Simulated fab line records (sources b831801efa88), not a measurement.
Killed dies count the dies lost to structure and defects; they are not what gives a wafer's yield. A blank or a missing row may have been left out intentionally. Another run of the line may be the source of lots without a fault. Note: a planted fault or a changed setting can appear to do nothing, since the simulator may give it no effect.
Which of the tools did it? | flow gf180mcu | Sampling: 12 lots, 36 wafers, 5 of 602 route steps

== WHAT THE GAUGES READ, wafer by wafer ==
GF_CONTACT_THK_MEAS_03. Usual: CONTACT_CVD_02_THK gives 864 nm (standard deviation 11).
lot  | measured     | on            | CONTACT_CVD_02_THK (nm) | flag
L444 | day 15 10:04 | film_metro-03 | 855 876 872             |
L450 | day 17 07:15 | film_metro-01 | 844 872 868             |
L451 | day 17 21:43 | film_metro-02 | 863 874 875             |
L452 | day 18 07:52 | film_metro-03 | 853 853 866             |
L453 | day 18 14:28 | film_metro-02 | 863 860 886             |
L456 | day 19 16:47 | film_metro-02 | 845 835 838             |
L457 | day 19 19:50 | film_metro-03 | 848 855 870             |
L458 | day 20 11:26 | film_metro-01 | 876 865 864             |
L459 | day 20 18:06 | film_metro-02 | 860 869 866             |
L460 | day 21 06:16 | film_metro-02 | 849 862 867             |
L464 | day 22 08:56 | film_metro-01 | 857 839 862             |
L465 | day 22 15:11 | film_metro-01 | 852 872 863             |

GF_V1_THK_MEAS_03. Usual: V1_CVD_02_THK gives 853 nm (standard deviation 10).
lot  | measured     | on            | V1_CVD_02_THK (nm) | flag
L444 | day 17 09:27 | film_metro-04 | 838 858 853        |
L450 | day 19 10:02 | film_metro-04 | 850 867 872        |
L451 | day 20 00:16 | film_metro-02 | 850 859 861        |
L452 | day 20 11:25 | film_metro-04 | 849 841 859        |
L453 | day 20 17:36 | film_metro-01 | 815 858 854        |
L456 | day 21 20:02 | film_metro-01 | 819 834 852        |
L457 | day 21 23:49 | film_metro-04 | 844 856 869        |
L458 | day 22 14:05 | film_metro-02 | 851 860 859        |
L459 | day 22 20:56 | film_metro-02 | 859 853 875        |
L460 | day 23 07:40 | film_metro-04 | 839 840 842        |
L464 | day 24 09:15 | film_metro-02 | 846 845 865        |
L465 | day 24 15:27 | film_metro-01 | 843 864 862        |

== TOOL THAT RAN EACH LOT (tool first, then ch and the chambers of the sampled wafers, then the start) ==
lot  | GF_CONTACT_SPUTTER_22        | GF_M1_SPUTTER_03             | GF_V1_CVD_02
L444 | pvd_sputter-03, day 16 08:44 | pvd_sputter-02, day 16 09:34 | pecvd-01 ch 0,2, day 17 09:22
L450 | pvd_sputter-03, day 18 07:32 | pvd_sputter-01, day 18 08:22 | pecvd-02 ch 0,1,2, day 19 09:57
L451 | pvd_sputter-03, day 18 21:47 | pvd_sputter-02, day 18 22:37 | pecvd-04 ch 0,1, day 20 00:11
L452 | pvd_sputter-04, day 19 09:10 | pvd_sputter-01, day 19 10:01 | pecvd-01 ch 1,2, day 20 11:21
L453 | pvd_sputter-01, day 19 15:41 | pvd_sputter-01, day 19 16:32 | pecvd-01 ch 1,2, day 20 17:31
L456 | pvd_sputter-04, day 20 17:58 | pvd_sputter-02, day 20 18:49 | pecvd-01 ch 0,1,2, day 21 19:58
L457 | pvd_sputter-03, day 20 21:16 | pvd_sputter-02, day 20 22:07 | pecvd-02 ch 0,2, day 21 23:44
L458 | pvd_sputter-04, day 21 12:40 | pvd_sputter-01, day 21 13:31 | pecvd-02 ch 0,1,2, day 22 14:01
L459 | pvd_sputter-04, day 21 19:25 | pvd_sputter-02, day 21 20:16 | pecvd-02 ch 1,2, day 22 20:50
L460 | pvd_sputter-01, day 22 06:43 | pvd_sputter-03, day 22 07:34 | pecvd-04 ch 0,1,2, day 23 07:35
L464 | pvd_sputter-03, day 23 09:26 | pvd_sputter-01, day 23 10:17 | pecvd-01 ch 0,2, day 24 09:11
L465 | pvd_sputter-03, day 23 15:19 | pvd_sputter-02, day 23 16:10 | pecvd-01 ch 0,2, day 24 15:23
- GF_CONTACT_SPUTTER_22: material Ti, target thk 15 nm, time 80.02 s.
- GF_M1_SPUTTER_03: material Ti, target thk 10 nm, time 6.7 s.
- GF_V1_CVD_02: deposits SiO2 from TEOS, target thk 850 nm, time 94.851 s.

== WHAT THE TOOLS THEMSELVES READ (means of the sampled wafers that have a number; where no wafer has one, the mark that the record gives instead) ==
GF_CONTACT_SPUTTER_22. Usual: cathode_dc_power_W 2500.0 W, standard deviation 0.47; throttle_valve_pct 29.6 %, standard deviation 1.
lot  | tool           | cathode_dc_power_W (W) | throttle_valve_pct (%) | flag
L444 | pvd_sputter-03 | 2499.4                 | 29.9                   |
L450 | pvd_sputter-03 | 2499.9                 | 30.0                   |
L451 | pvd_sputter-03 | 2499.6                 | 29.4                   |
L452 | pvd_sputter-04 | 2500.1                 | 29.0                   |
L453 | pvd_sputter-01 | 2499.6                 | 30.2                   |
L456 | pvd_sputter-04 | 2500.7                 | 28.6                   |
L457 | pvd_sputter-03 | 2500.4                 | 30.3                   |
L458 | pvd_sputter-04 | 2500.0                 | 28.8                   |
L459 | pvd_sputter-04 | 2500.3                 | 29.0                   |
L460 | pvd_sputter-01 | 2499.9                 | 30.8                   |
L464 | pvd_sputter-03 | 2499.9                 | 30.5                   |
L465 | pvd_sputter-03 | 2500.1                 | 30.6                   |

GF_M1_SPUTTER_03. Usual: cathode_dc_power_W 3000.0 W, standard deviation 0.54; throttle_valve_pct 30.3 %, standard deviation 0.9.
lot  | tool           | cathode_dc_power_W (W) | throttle_valve_pct (%) | flag
L444 | pvd_sputter-02 | 2999.9                 | 30.3                   |
L450 | pvd_sputter-01 | 2999.9                 | 30.6                   |
L451 | pvd_sputter-02 | 2999.8                 | 30.5                   |
L452 | pvd_sputter-01 | 3000.4                 | 31.0                   |
L453 | pvd_sputter-01 | 3000.1                 | 31.2                   |
L456 | pvd_sputter-02 | 3000.3                 | 30.2                   |
L457 | pvd_sputter-02 | 2999.9                 | 30.2                   |
L458 | pvd_sputter-01 | 2999.8                 | 30.2                   |
L459 | pvd_sputter-02 | 3000.3                 | 29.9                   |
L460 | pvd_sputter-03 | 2999.4                 | 29.9                   |
L464 | pvd_sputter-01 | 3000.3                 | 30.3                   |
L465 | pvd_sputter-02 | 3000.0                 | 29.6                   |

GF_V1_CVD_02. Usual: heater_power_w at 684 W, with a standard deviation of 81.
lot  | tool     | heater_power_w (W) | flag
L444 | pecvd-01 | 638                |
L450 | pecvd-02 | 667                |
L451 | pecvd-04 | 622                |
L452 | pecvd-01 | 736                |
L453 | pecvd-01 | 652                |
L456 | pecvd-01 | 699                |
L457 | pecvd-02 | 690                |
L458 | pecvd-02 | 584                |
L459 | pecvd-02 | 650                |
L460 | pecvd-04 | 660                |
L464 | pecvd-01 | 697                |
L465 | pecvd-01 | 673                |

== THE ANSWER, worked out from the rows above alone ==
Rule: a lot counts as off when the mean over its wafers that have a number is more than 3 standard deviations away from the usual mean. Also off: a lot with no number at a reading for which 4 or more lots have one. The other lots that the step has rows for count as sound. After the gauges, taken in route order, come the tools' own readings; for these a lot's mean is taken, as printed above. The first step at which some lot is off is used, and at that step the reading that is off furthest; a lot without a number counts as furthest.
Nothing can be told from this: no lot is off at any reading shown.

== WHAT HAD BEEN PUT IN BY THE SIMULATOR ==
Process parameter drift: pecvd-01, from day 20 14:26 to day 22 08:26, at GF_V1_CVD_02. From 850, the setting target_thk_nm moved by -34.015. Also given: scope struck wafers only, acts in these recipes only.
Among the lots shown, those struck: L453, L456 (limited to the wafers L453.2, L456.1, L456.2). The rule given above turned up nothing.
